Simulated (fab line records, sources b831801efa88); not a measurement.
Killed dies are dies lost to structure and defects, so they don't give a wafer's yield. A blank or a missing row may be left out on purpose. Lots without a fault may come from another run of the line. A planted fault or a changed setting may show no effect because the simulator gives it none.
fab line records | flow sky130 | part 2 of 2: steps 35 to 43 of 43
record lots=5 wafers=15 last_day=49
route steps=708 shown LDD_HVP@281 LDD_LDN@289 SPACER@304 POLY_CUT@307 SD_P@320
lots that met no fault: from a run of the same line without faults
start_h: hours from the record's first day to the start of the lot's first wafer shown | wait_h: hours since the lot's step before | " the same as in the row above | L1.1+2: a row that stands for several wafers | - no value, or no start given | * or withheld: withheld | < > ~ a bound
route shown NAME@n: a module of which the file shows steps, and the number in the route of the first | usual: mean/standard deviation of fault-free wafers | same: alike in all rows | chamber/n: place in a boat | sites: the reading at each site | _std_site: their standard deviation | _edge_site: outer sites' mean less inner sites' | radius_mm: how far each site lies from the wafer's centre | mask NAME#n: copy n | behind: the tool/chamber that last shaped the wafer | hold: why the lot was held/for how many hours/how that ended | device: the transistor (n, p or np) that didn't switch | end of line: the same wafers' tests at the end of the route | a step without rows: its recipe alone | killed: dies lost to structure and defects at the first sort, not the wafer's yield | map: a wafer's dies, x killed, . not, _ none there
set.NAME: the setting as run; set.NAME@STEP: as run at that earlier step | model.NAME: the simulator's own value behind a step, which no gauge read
lots at some steps of the route; a table a step, a row a wafer
services: from which hour (start_h, from the record's first day; less than 0 if before it) a tool's chamber was out of use, for how many hours, and why
## steps
# step SKY_POLY_CUT_CD_MEAS_08
# recipe target_cd_nm=270
# usual cd_nm=269.5/1.5
# columns lot.wafer tool chamber start_h wait_h cd_nm
L074.1 cd_sem-01 - 545.74 - 269.8
L074.3 " - " " 269.5
L074.5 " - " " 269.0
L076.2 cd_sem-02 - 575.21 - 269.6
L076.4 " - " " 268.6
L076.6 " - " " 267.3
L080.4 cd_sem-02 - 611.17 - 269.1
L080.5 " - " " 267.8
L080.6 " - " " 269.0
L085.1 cd_sem-02 - 653.59 - 268.5
L085.2 " - " " 268.2
L085.3 " - " " 268.3
L090.2 cd_sem-01 - 704.06 - 268.9
L090.4 " - " " 269.4
L090.6 " - " " 269.5
# step SKY_POLY_CUT_OVL_MEAS_09
# usual POLY_CUT_OVL=-4/6.2
# columns lot.wafer tool chamber start_h wait_h POLY_CUT_OVL[nm]
L074.1 overlay-02 - 545.86 0.1 9
L074.3 " - " " 6
L074.5 " - " " 1
L076.2 overlay-01 - 575.32 0.1 4
L076.4 " - " " 0
L076.6 " - " " 3
L080.4 overlay-02 - 611.25 0.1 -9
L080.5 " - " " -7
L080.6 " - " " -11
L085.1 overlay-02 - 653.71 0.1 -8
L085.2 " - " " -10
L085.3 " - " " -12
L090.2 overlay-01 - 704.17 0.1 -10
L090.4 " - " " -13
L090.6 " - " " -16
# step SKY_POLY_CUT_ETCH_10
# recipe chemistry=N2/H2 target=BARC ion_energy_ev=200 source_w=500 bias_w=100 pressure_mtorr=30 n2_flow_sccm=100 h2_flow_sccm=200 stop_on=SiO2 time_s=45.9 target_depth_a=600
# usual drypump_motor_current_A=5.7/0.48 oes_product_au=0.854/0.005 rf_fwd_power_W=495.1/2.1 throttle_valve_pct=13.225/0.0086
# columns lot.wafer tool chamber start_h wait_h drypump_motor_current_A oes_product_au rf_fwd_power_W rf_hours_counter_h throttle_valve_pct
L074.1 rie_diel-02 1 545.90 0.0 4.9 0.862 495.9 7 13.208
L074.3 " 2 " " 5.8 0.861 495.3 68 13.226
L074.5 " 1 " " 4.9 0.860 495.9 - 13.225
L076.2 rie_diel-01 1 575.35 0.0 5.4 0.855 494.9 12 13.230
L076.4 " 1 " " 5.4 0.862 494.4 - 13.213
L076.6 " 0 " " 5.8 0.852 496.0 - 13.221
L080.4 rie_diel-01 0 611.27 0.0 5.9 0.852 495.1 14 13.217
L080.5 " 1 " " 5.4 0.849 497.1 - 13.211
L080.6 " 0 " " 5.9 0.851 495.2 - 13.223
L085.1 rie_diel-04 0 653.75 0.0 5.1 0.853 491.5 3 13.223
L085.2 " 2 " " 5.7 0.861 495.9 9 13.234
L085.3 " 1 " " 6.2 0.854 492.6 17 13.231
L090.2 rie_diel-01 2 704.20 0.0 6.2 0.859 492.6 2 13.211
L090.4 " 1 " " 5.4 0.851 497.3 14 13.216
L090.6 " 3 " " 6.5 0.854 494.1 - 13.226
# step SKY_POLY_CUT_ETCH_11
# recipe target=Si3N4 chemistry=CF4/CH2F2/Ar stop_on=poly-Si source_w=600 bias_w=150 pressure_mtorr=40 cf4_flow_sccm=40 ch2f2_flow_sccm=20 Ar_flow_sccm=150 time_s=42.5 target_depth_a=600
# usual drypump_motor_current_A=5.7/0.48 oes_product_au=0.829/0.0081 rf_fwd_power_W=594.1/2.9 throttle_valve_pct=14.995/0.0085
# columns lot.wafer tool chamber start_h wait_h drypump_motor_current_A oes_product_au rf_fwd_power_W rf_hours_counter_h throttle_valve_pct
L074.1 rie_diel-02 1 545.94 0.0 4.9 0.848 596.2 7 15.009
L074.3 " 2 " " 5.9 0.842 595.7 68 14.987
L074.5 " 1 " " 4.9 0.837 592.8 - 14.987
L076.2 rie_diel-01 1 575.39 0.0 5.4 0.840 596.8 12 14.994
L076.4 " 1 " " 5.4 0.827 595.9 - 14.990
L076.6 " 0 " " 5.9 0.829 594.0 - 14.990
L080.4 rie_diel-01 0 611.31 0.0 5.9 0.822 594.3 14 14.980
L080.5 " 1 " " 5.4 0.830 594.9 - 14.983
L080.6 " 0 " " 5.9 0.825 596.7 - 14.996
L085.1 rie_diel-04 0 653.79 0.0 5.1 0.835 589.8 3 14.989
L085.2 " 2 " " 5.7 0.829 592.7 9 14.990
L085.3 " 1 " " 6.3 0.825 591.0 17 15.003
L090.2 rie_diel-01 2 704.24 0.0 6.2 0.813 593.2 2 15.004
L090.4 " 1 " " 5.4 0.808 596.3 14 14.999
L090.6 " 3 " " 6.5 0.811 591.2 - 15.004
# step SKY_POLY_CUT_STRIP_12
# recipe chemistry=O2/N2 power_w=1400 pressure_mtorr=1500 platen_temp_c=withheld o2_flow_sccm=3000 n2_flow_sccm=300 overash_fraction=0.5
# usual drypump_motor_current_A=5.59/0.27 o2_flow_sccm=3001/8.2 oes_product_au=0.452/0.0045 strip_time_to_endpoint_s=5.357/0.018
# columns lot.wafer tool chamber start_h wait_h drypump_motor_current_A o2_flow_sccm oes_product_au rf_hours_counter_h strip_time_to_endpoint_s
L074.1 plasma_asher-03 0 545.98 0.0 5.86 3006 0.463 40 5.355
L074.3 " 1 " " 5.75 2983 0.457 - 5.378
L074.5 " 1 " " 5.73 2998 0.461 - 5.379
L076.2 plasma_asher-02 0 575.43 0.0 5.56 2999 0.449 14 5.360
L076.4 " 0 " " 5.57 2996 0.449 - 5.378
L076.6 " 1 " " 5.11 3011 0.456 - 5.361
L080.4 plasma_asher-01 0 611.38 0.1 5.44 2993 0.454 - 5.383
L080.5 " 0 " " 5.44 3011 0.454 - 5.392
L080.6 " 1 " " 5.85 3005 0.452 - 5.380
L085.1 plasma_asher-03 1 653.83 0.0 5.75 3005 0.451 51 5.371
L085.2 " 0 " " 5.87 3010 0.447 51 5.353
L085.3 " 0 " " 5.90 3002 0.455 - 5.364
L090.2 plasma_asher-03 1 704.28 0.0 5.78 2999 0.448 54 5.380
L090.4 " 0 " " 5.87 3011 0.448 - 5.351
L090.6 " 0 " " 5.86 2989 0.452 - 5.387
# step SKY_SD_P_DEHYDRATE_00
# recipe temp_c=200 time_s=60
# columns lot.wafer tool chamber start_h wait_h
L074.1+3+5 litho_track-01 0 559.84 13.8
L076.2+4+6 litho_track-02 0 589.77 14.3
L080.4+5+6 litho_track-02 0 623.97 12.5
L085.1+2+3 litho_track-02 0 667.84 14.0
L090.2+4+6 litho_track-01 0 716.91 12.6
# step SKY_SD_P_HMDS_01
# recipe prime_time_s=60 prime_temp_c=120
# columns lot.wafer tool chamber start_h wait_h
L074.1+3+5 litho_track-01 0 559.99 0.1
L076.2+4+6 litho_track-02 0 589.92 0.1
L080.4+5+6 litho_track-02 0 624.12 0.1
L085.1+2+3 litho_track-02 0 667.99 0.1
L090.2+4+6 litho_track-01 0 717.06 0.1
# step SKY_SD_P_COAT_02
# recipe resist=NOVOLAK spin_rpm=3000 resist_thk_nm=1140
# columns lot.wafer tool chamber start_h wait_h
L074.1+3+5 litho_track-01 0 560.14 0.1
L076.2+4+6 litho_track-02 0 590.07 0.1
L080.4+5+6 litho_track-02 0 624.27 0.1
L085.1+2+3 litho_track-02 0 668.14 0.1
L090.2+4+6 litho_track-01 0 717.21 0.1
# step SKY_SD_P_SOFTBAKE_03
# recipe temp_c=90 time_s=60 resist=NOVOLAK
# columns lot.wafer tool chamber start_h wait_h
L074.1+3+5 litho_track-01 0 560.29 0.1
L076.2+4+6 litho_track-02 0 590.22 0.1
L080.4+5+6 litho_track-02 0 624.42 0.1
L085.1+2+3 litho_track-02 0 668.29 0.1
L090.2+4+6 litho_track-01 0 717.36 0.1
## services
# columns tool chamber start_h hours kind
iline_stepper-01 - 456.24 2.1 pm
rie_diel-04 0 460.24 30.9 repair
iline_stepper-02 - 461.49 1.7 pm
rie_diel-04 1 466.15 30.9 repair
lpcvd-02 - 479.49 6.1 pm
iline_stepper-01 - 479.60 4.4 pm
rie_diel-01 - 495.49 2.0 repair
iline_stepper-02 - 506.78 3.1 repair
rie_diel-01 - 516.79 2.8 pm
implanter-04 - 524.04 15.6 pm
iline_stepper-01 - 527.88 8.9 pm
iline_stepper-02 - 531.30 21.6 repair
plasma_asher-02 - 540.61 2.1 repair
implanter-03 - 552.69 13.0 repair
iline_stepper-01 - 560.38 2.9 repair
rie_diel-01 - 565.18 0.8 repair
iline_stepper-01 - 584.85 1.7 pm
rie_diel-01 1 584.87 1.6 repair
iline_stepper-02 - 646.07 16.9 repair
lpcvd-02 - 649.48 4.3 pm
iline_stepper-02 - 679.67 1.7 pm
implanter-03 - 680.19 5.4 pm
iline_stepper-01 - 686.21 1.4 repair
iline_stepper-01 - 715.01 7.2 repair
